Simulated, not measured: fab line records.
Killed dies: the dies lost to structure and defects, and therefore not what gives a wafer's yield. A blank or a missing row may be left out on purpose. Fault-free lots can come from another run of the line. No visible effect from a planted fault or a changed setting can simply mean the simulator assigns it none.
Which tool is to blame? ; flow sky130 ; 27 wafers from 9 lots sampled at 6 of the route's 708 steps

## WHAT THE GAUGES SHOWED, per wafer
SKY_METAL5_RS_MEAS_05: the measuring method here is four-point-probe.
lot;measured;on;METAL5_ALCU_RS (ohm/sq)
L836;day 44 06:07;film_metro-04;0.02706 0.02689 0.02706
L837;day 44 08:52;film_metro-04;0.02721 0.02737 0.02727
L838;day 44 16:20;film_metro-02;0.02739 0.02724 0.02743
L839;day 44 19:08;film_metro-04;0.02675 0.02666 0.027
L844;day 45 19:58;film_metro-03;0.02735 0.02758 0.02737
L845;day 46 08:24;film_metro-02;0.02711 0.02714 0.02711
L848;day 46 19:41;film_metro-02;0.02736 0.02735 0.02717
L847;day 46 21:24;film_metro-04;0.03167 0.02676 0.02716
L849;day 47 20:14;film_metro-04;0.02723 0.02726 0.02721

SKY_METAL5_THK_MEAS_06: measures by xrf.
lot;measured;on;METAL5_ALCU_THK (nm)
L836;day 44 06:13;film_metro-04;1168 1170 1164
L837;day 44 08:59;film_metro-04;1159 1146 1156
L838;day 44 16:26;film_metro-02;1135 1135 1133
L839;day 44 19:16;film_metro-04;1182 1176 1162
L844;day 45 20:04;film_metro-03;1142 1136 1144
L845;day 46 08:31;film_metro-02;1141 1148 1150
L848;day 46 19:47;film_metro-02;1137 1133 1149
L847;day 46 21:31;film_metro-04;993 1171 1157
L849;day 47 20:20;film_metro-04;1146 1148 1142

## WHAT TOOL EACH LOT RAN ON (gives the tool, then ch and the chambers of the sampled wafers, and finally the start)
lot;SKY_VIA1_ETCH_14;SKY_METAL2_DESCUM_17;SKY_VIA2_ETCH_15;SKY_METAL5_SPUTTER_02
L836;rie_diel-04 ch 0,2, day 35 14:04;rie_metal-02 ch 0,1, day 36 17:28;rie_diel-02 ch 0,2,3, day 37 21:13;pvd_sputter-04, day 44 05:58
L837;rie_diel-01 ch 0,1,2, day 35 17:01;rie_metal-04 ch 0, day 36 21:28;rie_diel-02 ch 0,3, day 38 00:09;pvd_sputter-04, day 44 08:45
L838;rie_diel-02 ch 0,1, day 36 01:55;rie_metal-02 ch 0, day 37 05:34;rie_diel-04 ch 1,2, day 38 08:37;pvd_sputter-04, day 44 16:11
L839;rie_diel-04 ch 1,2,3, day 36 04:53;rie_metal-04 ch 0, day 37 07:55;rie_diel-04 ch 0,1,2, day 38 10:31;pvd_sputter-04, day 44 19:01
L844;rie_diel-01 ch 1,2,3, day 37 10:10;rie_metal-04 ch 0,1, day 38 12:38;rie_diel-02 ch 1,3, day 39 14:00;pvd_sputter-01, day 45 19:48
L845;rie_diel-04 ch 0,3, day 38 01:22;rie_metal-02 ch 0,1, day 39 03:16;rie_diel-04 ch 0,1, day 40 05:16;pvd_sputter-01, day 46 08:16
L848;rie_diel-04 ch 0,1,3, day 38 13:46;rie_metal-04 ch 0,1, day 39 16:16;rie_diel-02 ch 0,1, day 40 17:52;pvd_sputter-04, day 46 19:32
L847;rie_diel-04 ch 0,1,2, day 38 16:38;rie_metal-03 ch 0,1, day 39 18:19;rie_diel-03 ch 1,2, day 40 20:12;pvd_sputter-01, day 46 21:16
L849;rie_diel-02 ch 0,1,3, day 39 18:07;rie_metal-04 ch 0,1, day 40 20:17;rie_diel-04 ch 0,1, day 41 22:48;pvd_sputter-04, day 47 20:04
- SKY_VIA1_ETCH_14: etches BARC in N2/H2, stops on SiO2, time 45.9 s, target depth 60 nm.
- SKY_METAL2_DESCUM_17: chemistry O2, time 8 s.
- SKY_VIA2_ETCH_15: etches SiO2 in C4F8/O2/Ar, stops on TiN, target depth 546 nm, time 84 s.
- SKY_METAL5_SPUTTER_02: material AlCu, target thk 1150 nm, time 61.2 s.

## AS READ BY THE TOOLS THEMSELVES (means over the sampled wafers that have a number; for cases with no such wafer, the mark the record gives instead)
SKY_VIA1_ETCH_14.
lot;tool;bias_w (W);drypump_motor_current_A (A);oes_product_au (a.u.);throttle_valve_pct (%)
L836;rie_diel-04;100.16;5.7;0.854;13.224
L837;rie_diel-01;99.97;5.9;0.853;13.219
L838;rie_diel-02;100.21;6.1;0.856;13.222
L839;rie_diel-04;99.81;6.2;0.852;13.223
L844;rie_diel-01;100.02;5.8;0.851;13.224
L845;rie_diel-04;100.17;5.8;0.855;13.224
L848;rie_diel-04;100.23;5.9;0.855;13.221
L847;rie_diel-04;99.94;6.0;0.857;13.222
L849;rie_diel-02;99.84;6.1;0.854;13.218

SKY_METAL2_DESCUM_17.
lot;tool;drypump_motor_current_A (A);oes_product_au (a.u.);temp_c (C)
L836;rie_metal-02;5.69;1.000;39.96
L837;rie_metal-04;5.42;0.992;39.92
L838;rie_metal-02;5.72;0.993;39.87
L839;rie_metal-04;5.41;0.992;39.88
L844;rie_metal-04;5.70;0.985;40.08
L845;rie_metal-02;5.68;0.999;39.84
L848;rie_metal-04;5.68;0.995;40.01
L847;rie_metal-03;5.90;0.999;40.11
L849;rie_metal-04;5.51;0.988;39.89

SKY_VIA2_ETCH_15.
lot;tool;bias_w (W);oes_product_au (a.u.)
L836;rie_diel-02;1196;0.940
L837;rie_diel-02;1196;0.939
L838;rie_diel-04;1203;0.941
L839;rie_diel-04;1200;0.940
L844;rie_diel-02;1198;0.942
L845;rie_diel-04;1201;0.946
L848;rie_diel-02;1203;0.938
L847;rie_diel-03;1202;0.938
L849;rie_diel-04;1205;0.937

SKY_METAL5_SPUTTER_02.
lot;tool;throttle_valve_pct (%)
L836;pvd_sputter-04;30.1
L837;pvd_sputter-04;31.0
L838;pvd_sputter-04;29.6
L839;pvd_sputter-04;30.7
L844;pvd_sputter-01;30.9
L845;pvd_sputter-01;30.3
L848;pvd_sputter-04;29.7
L847;pvd_sputter-01;30.5
L849;pvd_sputter-04;30.0

## THE ANSWER, worked out from the rows above alone
Rule: what is usual is taken from the lots themselves. The widest of any qualifying gaps counts: lots, ordered by their means at a reading, are off when they make up no more than a third of the lots, leave a main group of 4 or more, and stand apart from it by 3 or more times the standard deviation of that group's means. A main group whose means are all the same, to the digits that the tables above print for the reading, isn't used. A lot without any number at a reading at which 4 lots or more have one is off too. Any other lot the step has rows for is counted as sound. Order of review: gauges by route order, followed by the tools' own readings, for which a lot's mean as printed above is used. At the first step where some lot is off, the reading lying furthest off is the one used; lots without a number count as furthest.
Off: L847, seen at SKY_METAL5_RS_MEAS_05 (METAL5_ALCU_RS). The main group has a mean of 0.0272 ohm/sq with a standard deviation of 0.00019.
If a tool, at a process step before that reading, ran all the lots that are off and no sound lot after the first of them, it fits. The gauges at SKY_METAL5_RS_MEAS_05 are tried like those tools. Can't be told from this: 4 tools fit, rie_diel-04 at SKY_VIA1_ETCH_14, rie_metal-03 at SKY_METAL2_DESCUM_17, rie_diel-03 at SKY_VIA2_ETCH_15, pvd_sputter-01 at SKY_METAL5_SPUTTER_02.

## WHAT THE SIMULATOR HAD INSERTED
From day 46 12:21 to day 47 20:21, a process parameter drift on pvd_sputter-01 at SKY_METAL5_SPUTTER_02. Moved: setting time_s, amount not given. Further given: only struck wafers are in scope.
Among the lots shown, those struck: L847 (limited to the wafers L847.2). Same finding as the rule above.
